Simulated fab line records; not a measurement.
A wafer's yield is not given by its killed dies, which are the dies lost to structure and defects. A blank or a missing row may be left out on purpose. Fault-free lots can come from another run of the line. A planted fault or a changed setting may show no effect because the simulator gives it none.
Which tool did it? / flow gf180mcu / 42 wafers from 14 lots sampled at 6 of the route's 602 steps

WHAT EACH GAUGE READ, for each wafer
GF_STI_THK_MEAS_24.
lot=L405; measured=day 2 03:47; on=film metro-01; STI_CVD_23_THK (nm)=654 648 654
lot=L406; measured=day 2 11:29; on=film metro-04; STI_CVD_23_THK (nm)=653 654 652
lot=L408; measured=day 2 18:47; on=film metro-04; STI_CVD_23_THK (nm)=648 654 649
lot=L409; measured=day 3 01:04; on=film metro-02; STI_CVD_23_THK (nm)=655 651 648
lot=L410; measured=day 3 04:47; on=film metro-01; STI_CVD_23_THK (nm)=653 650 652
lot=L411; measured=day 3 09:33; on=film metro-04; STI_CVD_23_THK (nm)=646 646 651
lot=L418; measured=day 4 22:20; on=film metro-01; STI_CVD_23_THK (nm)=648 653 659
lot=L419; measured=day 5 02:50; on=film metro-04; STI_CVD_23_THK (nm)=647 648 650
lot=L420; measured=day 5 08:31; on=film metro-01; STI_CVD_23_THK (nm)=664 655 657
lot=L422; measured=day 5 18:19; on=film metro-04; STI_CVD_23_THK (nm)=648 648 644
lot=L423; measured=day 6 00:56; on=film metro-04; STI_CVD_23_THK (nm)=634 637 632
lot=L424; measured=day 6 05:26; on=film metro-01; STI_CVD_23_THK (nm)=644 643 645
lot=L426; measured=day 6 15:04; on=film metro-01; STI_CVD_23_THK (nm)=651 653 655
lot=L427; measured=day 6 20:49; on=film metro-02; STI_CVD_23_THK (nm)=651 653 651

GF_MVSD_TW_MEAS_11.
lot=L405; measured=day 4 09:10; on=film metro-03; MVSD_TW=1599 1581 1585
lot=L406; measured=day 4 16:58; on=film metro-02; MVSD_TW=1574 1586 1586
lot=L408; measured=day 5 04:01; on=film metro-02; MVSD_TW=1591 1589 1597
lot=L409; measured=day 5 11:15; on=film metro-03; MVSD_TW=1536 1530 1531
lot=L410; measured=day 5 13:57; on=film metro-02; MVSD_TW=1525 1519 1524
lot=L411; measured=day 5 20:09; on=film metro-02; MVSD_TW=1592 1597 1593
lot=L418; measured=day 7 15:19; on=film metro-02; MVSD_TW=1580 1590 1585
lot=L419; measured=day 7 18:01; on=film metro-01; MVSD_TW=1601 1594 1602
lot=L420; measured=day 8 02:52; on=film metro-03; MVSD_TW=1603 1598 1600
lot=L422; measured=day 8 12:55; on=film metro-01; MVSD_TW=1579 1588 1582
lot=L423; measured=day 8 20:49; on=film metro-03; MVSD_TW=1610 1602 1606
lot=L424; measured=day 9 01:35; on=film metro-03; MVSD_TW=1600 1603 1598
lot=L426; measured=day 9 12:48; on=film metro-01; MVSD_TW=1577 1586 1581
lot=L427; measured=day 9 18:52; on=film metro-01; MVSD_TW=1582 1587 1583

GF_VT_IMPLANT_TW_MEAS_32.
lot=L405; measured=day 6 19:55; on=film metro-04; VT_IMPLANT_3_TW=268.4 268.2 266.8
lot=L406; measured=day 7 04:33; on=film metro-04; VT_IMPLANT_3_TW=270.3 270.9 270.8
lot=L408; measured=day 7 16:49; on=film metro-01; VT_IMPLANT_3_TW=271.6 271.7 270.6
lot=L409; measured=day 8 02:03; on=film metro-04; VT_IMPLANT_3_TW=268.3 267.8 269.6
lot=L410; measured=day 8 04:18; on=film metro-01; VT_IMPLANT_3_TW=269.5 268.1 270.2
lot=L411; measured=day 8 11:39; on=film metro-04; VT_IMPLANT_3_TW=267.5 268.0 269.1
lot=L418; measured=day 10 11:55; on=film metro-03; VT_IMPLANT_3_TW=271.1 271.7 270.7
lot=L419; measured=day 10 16:09; on=film metro-04; VT_IMPLANT_3_TW=271.0 271.4 270.0
lot=L420; measured=day 11 00:58; on=film metro-04; VT_IMPLANT_3_TW=268.5 268.6 269.4
lot=L422; measured=day 11 12:01; on=film metro-04; VT_IMPLANT_3_TW=271.1 267.1 269.0
lot=L423; measured=day 11 20:07; on=film metro-03; VT_IMPLANT_3_TW=272.4 271.2 272.5
lot=L424; measured=day 12 01:13; on=film metro-03; VT_IMPLANT_3_TW=271.6 274.1 271.6
lot=L426; measured=day 12 13:15; on=film metro-04; VT_IMPLANT_3_TW=270.0 270.0 270.8
lot=L427; measured=day 12 19:46; on=film metro-03; VT_IMPLANT_3_TW=270.7 272.1 271.4

GF_VT_IMPLANT_RS_MEAS_46: measurement is done with a four-point probe.
lot=L405; measured=day 7 12:08; on=film metro-01; MVSD_RS (ohm/sq)=453.9 456.8 455.9
lot=L406; measured=day 7 20:46; on=film metro-02; MVSD_RS (ohm/sq)=456.1 454.9 456.4
lot=L408; measured=day 8 09:56; on=film metro-02; MVSD_RS (ohm/sq)=457.3 457.0 457.3
lot=L409; measured=day 8 19:19; on=film metro-02; MVSD_RS (ohm/sq)=- - -
lot=L410; measured=day 8 21:34; on=film metro-01; MVSD_RS (ohm/sq)=- - -
lot=L411; measured=day 9 04:58; on=film metro-03; MVSD_RS (ohm/sq)=455.9 455.5 457.6
lot=L418; measured=day 11 06:06; on=film metro-01; MVSD_RS (ohm/sq)=454.7 455.6 455.8
lot=L419; measured=day 11 10:52; on=film metro-01; MVSD_RS (ohm/sq)=456.7 454.9 458.1
lot=L420; measured=day 11 19:44; on=film metro-02; MVSD_RS (ohm/sq)=457.0 458.5 457.1
lot=L422; measured=day 12 06:08; on=film metro-03; MVSD_RS (ohm/sq)=456.6 456.3 456.7
lot=L423; measured=day 12 14:38; on=film metro-03; MVSD_RS (ohm/sq)=456.0 455.4 454.8
lot=L424; measured=day 12 20:41; on=film metro-01; MVSD_RS (ohm/sq)=456.3 456.1 455.5
lot=L426; measured=day 13 10:04; on=film metro-03; MVSD_RS (ohm/sq)=456.0 457.0 457.0
lot=L427; measured=day 13 16:08; on=film metro-01; MVSD_RS (ohm/sq)=455.2 455.7 455.7

GF_DUAL_GATE_THK_MEAS_03.
lot=L405; measured=day 7 14:23; on=film metro-04; DUAL_GATE_OXIDATION_00_THK (nm)=10.63 10.71 10.68
lot=L406; measured=day 7 23:37; on=film metro-01; DUAL_GATE_OXIDATION_00_THK (nm)=11.06 10.89 10.85
lot=L408; measured=day 8 12:02; on=film metro-02; DUAL_GATE_OXIDATION_00_THK (nm)=10.97 11.29 11.11
lot=L411; measured=day 9 07:05; on=film metro-04; DUAL_GATE_OXIDATION_00_THK (nm)=10.84 10.80 11.08
lot=L418; measured=day 11 10:11; on=film metro-04; DUAL_GATE_OXIDATION_00_THK (nm)=10.90 10.89 10.95
lot=L419; measured=day 11 17:04; on=film metro-04; DUAL_GATE_OXIDATION_00_THK (nm)=11.21 11.06 10.98
lot=L420; measured=day 12 02:38; on=film metro-02; DUAL_GATE_OXIDATION_00_THK (nm)=11.02 11.12 10.78
lot=L422; measured=day 12 08:26; on=film metro-02; DUAL_GATE_OXIDATION_00_THK (nm)=10.99 10.72 10.69
lot=L423; measured=day 12 16:45; on=film metro-04; DUAL_GATE_OXIDATION_00_THK (nm)=11.05 11.14 10.95
lot=L424; measured=day 12 23:38; on=film metro-04; DUAL_GATE_OXIDATION_00_THK (nm)=10.80 10.72 10.81
lot=L426; measured=day 13 12:10; on=film metro-04; DUAL_GATE_OXIDATION_00_THK (nm)=10.89 10.85 10.99
lot=L427; measured=day 13 18:15; on=film metro-04; DUAL_GATE_OXIDATION_00_THK (nm)=10.86 11.01 10.99

TOOL THAT RAN EACH LOT (tool first, then ch and the chambers of the sampled wafers, then the start)
lot=L405; GF_MVSD_IMPLANT_09=implanter-02 ch 0, day 4 08:56
lot=L406; GF_MVSD_IMPLANT_09=implanter-02 ch 0, day 4 16:43
lot=L408; GF_MVSD_IMPLANT_09=implanter-01 ch 0, day 5 03:47
lot=L409; GF_MVSD_IMPLANT_09=implanter-02, day 5 11:00
lot=L410; GF_MVSD_IMPLANT_09=implanter-03, day 5 13:42
lot=L411; GF_MVSD_IMPLANT_09=implanter-02 ch 0, day 5 19:54
lot=L418; GF_MVSD_IMPLANT_09=implanter-02 ch 0, day 7 15:06
lot=L419; GF_MVSD_IMPLANT_09=implanter-02 ch 0, day 7 17:46
lot=L420; GF_MVSD_IMPLANT_09=implanter-01 ch 0, day 8 02:38
lot=L422; GF_MVSD_IMPLANT_09=implanter-03 ch 0, day 8 12:41
lot=L423; GF_MVSD_IMPLANT_09=implanter-02 ch 0, day 8 20:35
lot=L424; GF_MVSD_IMPLANT_09=implanter-02 ch 0, day 9 01:22
lot=L426; GF_MVSD_IMPLANT_09=implanter-03 ch 0, day 9 12:33
lot=L427; GF_MVSD_IMPLANT_09=implanter-03 ch 0, day 9 18:38
- GF_MVSD_IMPLANT_09

WHAT THE TOOLS THEMSELVES READ (means of the sampled wafers that have a number; where no wafer has one, the mark that the record gives instead)
GF_MVSD_IMPLANT_09.
lot=L405; tool=implanter-02; beam energy keV=100.02; beam on s (s)=10.00
lot=L406; tool=implanter-02; beam energy keV=100.02; beam on s (s)=9.99
lot=L408; tool=implanter-01; beam energy keV=100.01; beam on s (s)=9.96
lot=L409; tool=implanter-02; beam energy keV=-; beam on s (s)=-
lot=L410; tool=implanter-03; beam energy keV=-; beam on s (s)=-
lot=L411; tool=implanter-02; beam energy keV=100.03; beam on s (s)=10.24
lot=L418; tool=implanter-02; beam energy keV=100.02; beam on s (s)=9.97
lot=L419; tool=implanter-02; beam energy keV=100.04; beam on s (s)=10.18
lot=L420; tool=implanter-01; beam energy keV=100.01; beam on s (s)=10.04
lot=L422; tool=implanter-03; beam energy keV=100.00; beam on s (s)=9.94
lot=L423; tool=implanter-02; beam energy keV=99.99; beam on s (s)=9.89
lot=L424; tool=implanter-02; beam energy keV=100.00; beam on s (s)=9.89
lot=L426; tool=implanter-03; beam energy keV=100.01; beam on s (s)=10.03
lot=L427; tool=implanter-03; beam energy keV=100.01; beam on s (s)=10.09

THE ANSWER, worked out from the rows above alone
Rule: the usual values come from the lots themselves. Put in order of their means at a reading, lots are off if they are a third of the lots or fewer, leave a main group of 4 or more, and stand apart from it by a gap of 3 or more times the standard deviation of the main group's means; of several such gaps the widest counts. Not used: any main group whose means are identical at the precision the tables above print for the reading. A lot without any number at a reading at which 4 lots or more have one is off too. Where the step has rows for the other lots, those lots are counted as sound. Order of review: gauges by route order, followed by the tools' own readings, for which a lot's mean as printed above is used. The first step at which some lot is off is used, and at that step the reading that is off furthest; a lot without a number counts as furthest.
Off: L409, L410, seen at GF_MVSD_TW_MEAS_11 (MVSD_TW). Mean 1591 and standard deviation 8.2 in the main group.
A tool fits if, at a process step before that reading, it ran every lot that is off, and no sound lot after the first of them. The gauges at GF_MVSD_TW_MEAS_11 aren't tried: what is off there is off at GF_MVSD_IMPLANT_09 too, on other tools, and a gauge's error can't cause that. No candidate that was tried fits.

WHAT THE SIMULATOR HAD PUT IN
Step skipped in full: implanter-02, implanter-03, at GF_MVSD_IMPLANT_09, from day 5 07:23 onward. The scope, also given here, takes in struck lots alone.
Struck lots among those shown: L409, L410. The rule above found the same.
